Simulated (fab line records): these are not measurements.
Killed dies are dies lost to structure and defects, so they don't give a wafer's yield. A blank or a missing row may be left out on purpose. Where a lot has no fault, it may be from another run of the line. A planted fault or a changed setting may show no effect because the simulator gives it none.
Matching of chambers    flow sky130    SKY_CONTACT_ETCH_17 on rie diel-01 has 4 sister chambers
The step etches SiO2 in C4F8/O2/Ar, stops on Si3N4, target depth 340 nm. 4 wafers are shown with their chamber, then 7 later ones without.

## WAFERS PAIRED WITH THEIR CHAMBERS
wafer   chamber  oes product au (a.u.)
L541.4  0        0.887
L545.2  1        0.887
L548.1  2        0.894
L548.3  3        0.897

## WAFERS WITH NO CHAMBER GIVEN
wafer   oes product au (a.u.)
L548.6  0.897
L551.1  0.894
L551.2  0.892
L551.6  0.894
L553.2  0.891
L553.5  0.887
L553.6  0.891

## THE CHAMBER EACH PASSED THROUGH
wafer   from the rows above                in truth
L548.6  can't be placed: 3 or 2            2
L551.1  can't be placed: 2 or 3            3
L551.2  can't be placed: 2 or 0 or 1 or 3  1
L551.6  can't be placed: 2 or 3            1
L553.2  can't be placed: 2 or 0 or 1 or 3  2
L553.5  can't be placed: 0 or 1            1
L553.6  can't be placed: 2 or 0 or 1 or 3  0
Correctly placed: 0 of 7. Can't be placed from these rows: 7 (the true chamber is among the candidates in 6). 0 placed wrongly.
How it was worked out, from the rows above alone: a wafer's distance from a chamber is the root of the sum, over the readings, of the square of ((its reading less the chamber's mean) divided by the reading's scatter). The wafer belongs to the nearest chamber; if the next one is less than 2 further off, it can't be placed. The mean given for a chamber averages the wafers shown for that chamber. The scatter: root of mean squared gap, hidden wafer to nearest shown wafer, with one shown wafer a chamber.
